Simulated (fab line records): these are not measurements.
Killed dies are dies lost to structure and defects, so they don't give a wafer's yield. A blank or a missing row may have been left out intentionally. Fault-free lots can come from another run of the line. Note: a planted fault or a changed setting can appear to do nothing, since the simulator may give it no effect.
Which tool was responsible? :: flow gf180mcu :: 14 lots, 42 wafers sampled, at 4 steps of a route of 602

== WHAT THE GAUGES READ, wafer by wafer ==
GF_STI_THK_MEAS_04. Usual: STI_CVD_03_THK 206.8 nm, standard deviation 2.
lot: L694
measured: day 1 15:44
on: filmMetro-02
STI_CVD_03_THK (nm): 208.0 208.7 208.5
flag: 

lot: L695
measured: day 1 19:31
on: filmMetro-01
STI_CVD_03_THK (nm): 204.4 206.9 205.8
flag: 

lot: L696
measured: day 1 23:35
on: filmMetro-01
STI_CVD_03_THK (nm): 210.8 210.0 211.1
flag: 

lot: L697
measured: day 2 04:49
on: filmMetro-04
STI_CVD_03_THK (nm): 207.5 206.2 206.3
flag: 

lot: L698
measured: day 2 10:19
on: filmMetro-04
STI_CVD_03_THK (nm): 205.5 205.4 207.3
flag: 

lot: L699
measured: day 2 14:34
on: filmMetro-01
STI_CVD_03_THK (nm): 208.9 206.3 207.9
flag: 

lot: L702
measured: day 3 05:34
on: filmMetro-04
STI_CVD_03_THK (nm): 205.5 205.0 205.8
flag: 

lot: L705
measured: day 3 20:34
on: filmMetro-01
STI_CVD_03_THK (nm): 208.3 206.0 208.9
flag: 

lot: L706
measured: day 4 01:34
on: filmMetro-01
STI_CVD_03_THK (nm): 206.1 206.4 208.1
flag: 

lot: L713
measured: day 5 12:34
on: filmMetro-02
STI_CVD_03_THK (nm): 206.1 205.4 204.9
flag: 

lot: L714
measured: day 5 18:13
on: filmMetro-04
STI_CVD_03_THK (nm): 207.1 207.7 207.7
flag: 

lot: L715
measured: day 6 00:40
on: filmMetro-04
STI_CVD_03_THK (nm): 205.4 205.2 205.8
flag: 

lot: L716
measured: day 6 03:34
on: filmMetro-04
STI_CVD_03_THK (nm): 209.3 209.0 210.2
flag: 

lot: L717
measured: day 6 08:34
on: filmMetro-01
STI_CVD_03_THK (nm): 209.1 209.3 211.2
flag: 

GF_STI_THK_MEAS_30. Usual: STI_OXIDATION_02_THK 9.97 nm, standard deviation 0.17.
lot: L694
measured: day 2 09:40
on: filmMetro-04
STI_OXIDATION_02_THK (nm): 10.01 9.94 9.81
flag: 

lot: L695
measured: day 2 12:50
on: filmMetro-01
STI_OXIDATION_02_THK (nm): 9.80 10.04 10.14
flag: 

lot: L696
measured: day 2 16:09
on: filmMetro-01
STI_OXIDATION_02_THK (nm): 10.12 9.89 10.01
flag: 

lot: L697
measured: day 2 21:26
on: filmMetro-02
STI_OXIDATION_02_THK (nm): 9.92 9.77 9.85
flag: 

lot: L698
measured: day 3 03:28
on: filmMetro-04
STI_OXIDATION_02_THK (nm): 9.89 9.79 9.68
flag: 

lot: L699
measured: day 3 08:43
on: filmMetro-04
STI_OXIDATION_02_THK (nm): 9.92 9.88 9.98
flag: 

lot: L702
measured: day 4 00:06
on: filmMetro-01
STI_OXIDATION_02_THK (nm): 9.90 9.91 9.76
flag: 

lot: L705
measured: day 4 14:56
on: filmMetro-02
STI_OXIDATION_02_THK (nm): 10.15 10.21 10.29
flag: 

lot: L706
measured: day 4 20:55
on: filmMetro-04
STI_OXIDATION_02_THK (nm): 10.17 10.38 10.10
flag: 

lot: L713
measured: day 6 08:14
on: filmMetro-02
STI_OXIDATION_02_THK (nm): 9.78 9.98 9.96
flag: 

lot: L714
measured: day 6 14:16
on: filmMetro-04
STI_OXIDATION_02_THK (nm): 10.08 9.99 10.12
flag: 

lot: L715
measured: day 6 19:41
on: filmMetro-01
STI_OXIDATION_02_THK (nm): 10.08 10.30 10.18
flag: 

lot: L716
measured: day 7 00:25
on: filmMetro-01
STI_OXIDATION_02_THK (nm): 10.19 10.27 10.19
flag: 

lot: L717
measured: day 7 04:11
on: filmMetro-01
STI_OXIDATION_02_THK (nm): 9.79 9.77 9.72
flag: 

GF_VT_IMPLANT_OVL_MEAS_07. Usual: VT_IMPLANT_OVL 0.0 nm, standard deviation 1.2.
lot: L694
measured: day 5 19:57
on: overlay-01
VT_IMPLANT_OVL (nm): -0.9 -0.9 -0.9
flag: 

lot: L695
measured: day 5 23:16
on: overlay-02
VT_IMPLANT_OVL (nm): 2.3 -0.5 2.2
flag: 

lot: L696
measured: day 6 04:25
on: overlay-01
VT_IMPLANT_OVL (nm): -1.3 0.8 0.4
flag: 

lot: L697
measured: day 6 10:34
on: overlay-02
VT_IMPLANT_OVL (nm): -0.7 -1.5 -0.5
flag: 

lot: L698
measured: day 6 16:31
on: overlay-02
VT_IMPLANT_OVL (nm): -1.0 1.3 0.3
flag: 

lot: L699
measured: day 6 21:01
on: overlay-01
VT_IMPLANT_OVL (nm): -2.8 -0.8 -0.9
flag: 

lot: L702
measured: day 7 18:18
on: overlay-01
VT_IMPLANT_OVL (nm): 1.1 1.5 0.6
flag: 

lot: L713
measured: day 10 11:30
on: overlay-02
VT_IMPLANT_OVL (nm): 1.0 0.8 -0.5
flag: 

lot: L714
measured: day 10 20:28
on: overlay-02
VT_IMPLANT_OVL (nm): -0.4 0.9 -1.0
flag: 

lot: L715
measured: day 11 01:52
on: overlay-01
VT_IMPLANT_OVL (nm): 0.4 0.5 -1.8
flag: 

lot: L716
measured: day 11 06:07
on: overlay-01
VT_IMPLANT_OVL (nm): 0.8 -0.7 1.2
flag: 

lot: L717
measured: day 11 11:52
on: overlay-01
VT_IMPLANT_OVL (nm): -2.1 -0.4 -1.1
flag: 

== WHICH TOOL RAN EACH LOT (tool, then ch and the chambers of the sampled wafers, then the start) ==
lot: L694
GF_STI_OXIDATION_21: furnace-01 ch 0, day 2 03:55

lot: L695
GF_STI_OXIDATION_21: furnace-01 ch 0, day 2 09:03

lot: L696
GF_STI_OXIDATION_21: furnace-02 ch 0, day 2 12:31

lot: L697
GF_STI_OXIDATION_21: furnace-02 ch 0, day 2 17:33

lot: L698
GF_STI_OXIDATION_21: furnace-01 ch 0, day 2 23:50

lot: L699
GF_STI_OXIDATION_21: furnace-01 ch 0, day 3 04:27

lot: L702
GF_STI_OXIDATION_21: furnace-02 ch 0, day 3 20:05

lot: L705
GF_STI_OXIDATION_21: furnace-01, day 4 11:02

lot: L706
GF_STI_OXIDATION_21: furnace-01, day 4 15:58

lot: L713
GF_STI_OXIDATION_21: furnace-02 ch 0, day 6 03:35

lot: L714
GF_STI_OXIDATION_21: furnace-02 ch 0, day 6 09:49

lot: L715
GF_STI_OXIDATION_21: furnace-01 ch 0, day 6 16:04

lot: L716
GF_STI_OXIDATION_21: furnace-01 ch 0, day 6 19:41

lot: L717
GF_STI_OXIDATION_21: furnace-02 ch 0, day 7 00:34
- GF_STI_OXIDATION_21: stabilise 600 s, purge 300 s, target thk 15 nm.

== WHAT THE TOOLS THEMSELVES READ (means of the sampled wafers that have a number; where no wafer has one, the mark that the record gives instead) ==
GF_STI_OXIDATION_21. Usual: oxTempC 1000.1 C, standard deviation 0.5; oxTempCMax 1005.7, standard deviation 1.8; spikeTcTopC 1014.5 C, standard deviation 1.1; tubeCenterTempC 1000 C, standard deviation 0.087; tube_center_temp_C_max 1002.6, standard deviation 0.42; zonePowerUpperPct 20.2 %, standard deviation 1.1.
lot: L694
tool: furnace-01
oxTempC (C): 999.6
oxTempCMax: 1004.3
spikeTcTopC (C): 1014.2
tubeCenterTempC (C): 1000
tube_center_temp_C_max: 1002.3
zonePowerUpperPct (%): 19.3
flag: 

lot: L695
tool: furnace-01
oxTempC (C): 1000.4
oxTempCMax: 1004.5
spikeTcTopC (C): 1012.5
tubeCenterTempC (C): 1000
tube_center_temp_C_max: 1002.3
zonePowerUpperPct (%): 19.2
flag: 

lot: L696
tool: furnace-02
oxTempC (C): 1000.7
oxTempCMax: 1007.8
spikeTcTopC (C): 1014.7
tubeCenterTempC (C): 1000
tube_center_temp_C_max: 1002.7
zonePowerUpperPct (%): 21.3
flag: 

lot: L697
tool: furnace-02
oxTempC (C): 1000.6
oxTempCMax: 1006.7
spikeTcTopC (C): 1014.3
tubeCenterTempC (C): 1000
tube_center_temp_C_max: 1002.6
zonePowerUpperPct (%): 21.4
flag: 

lot: L698
tool: furnace-01
oxTempC (C): 1000.3
oxTempCMax: 1004.1
spikeTcTopC (C): 1014.2
tubeCenterTempC (C): 1000
tube_center_temp_C_max: 1002.9
zonePowerUpperPct (%): 19.2
flag: 

lot: L699
tool: furnace-01
oxTempC (C): 999.9
oxTempCMax: 1003.9
spikeTcTopC (C): 1014.3
tubeCenterTempC (C): 1000
tube_center_temp_C_max: 1002.6
zonePowerUpperPct (%): 19.2
flag: 

lot: L702
tool: furnace-02
oxTempC (C): 999.8
oxTempCMax: 1006.3
spikeTcTopC (C): 1014.3
tubeCenterTempC (C): 1000
tube_center_temp_C_max: 1003.3
zonePowerUpperPct (%): 21.2
flag: 

lot: L705
tool: furnace-01
oxTempC (C): -
oxTempCMax: -
spikeTcTopC (C): -
tubeCenterTempC (C): -
tube_center_temp_C_max: -
zonePowerUpperPct (%): -
flag: OFF

lot: L706
tool: furnace-01
oxTempC (C): -
oxTempCMax: -
spikeTcTopC (C): -
tubeCenterTempC (C): -
tube_center_temp_C_max: -
zonePowerUpperPct (%): -
flag: OFF

lot: L713
tool: furnace-02
oxTempC (C): 999.9
oxTempCMax: 1007.8
spikeTcTopC (C): 1014.8
tubeCenterTempC (C): 1000
tube_center_temp_C_max: 1002.7
zonePowerUpperPct (%): 21.5
flag: 

lot: L714
tool: furnace-02
oxTempC (C): 1000.4
oxTempCMax: 1008.1
spikeTcTopC (C): 1014.6
tubeCenterTempC (C): 1000
tube_center_temp_C_max: 1002.1
zonePowerUpperPct (%): 21.2
flag: 

lot: L715
tool: furnace-01
oxTempC (C): 1000.2
oxTempCMax: 1004.2
spikeTcTopC (C): 1015.2
tubeCenterTempC (C): 1000
tube_center_temp_C_max: 1002.8
zonePowerUpperPct (%): 19.0
flag: 

lot: L716
tool: furnace-01
oxTempC (C): 1000.0
oxTempCMax: 1003.6
spikeTcTopC (C): 1014.0
tubeCenterTempC (C): 1000
tube_center_temp_C_max: 1002.6
zonePowerUpperPct (%): 19.0
flag: 

lot: L717
tool: furnace-02
oxTempC (C): 999.9
oxTempCMax: 1007.9
spikeTcTopC (C): 1014.8
tubeCenterTempC (C): 1000
tube_center_temp_C_max: 1002.3
zonePowerUpperPct (%): 21.3
flag: 

== THE ANSWER, worked out from the rows above alone ==
Rule: take the mean of a lot's wafers that have a number; if it is more than 3 standard deviations from the usual mean, the lot is off. A lot without any number at a reading at which 4 lots or more have one is off too. All remaining lots with rows at the step are treated as sound. Order of review: gauges by route order, followed by the tools' own readings, for which a lot's mean as printed above is used. At the first step where some lot is off, the reading lying furthest off is the one used; lots without a number count as furthest.
Off: L705, L706, at GF_STI_OXIDATION_21 (oxTempC). Without a number there: L705, L706.
If a tool, at that step or one of the process steps before it, ran each lot that is off and ran no sound lot following the first of them, it fits. Not one of the candidates tried fits.

== WHAT WAS PUT IN BY THE SIMULATOR ==
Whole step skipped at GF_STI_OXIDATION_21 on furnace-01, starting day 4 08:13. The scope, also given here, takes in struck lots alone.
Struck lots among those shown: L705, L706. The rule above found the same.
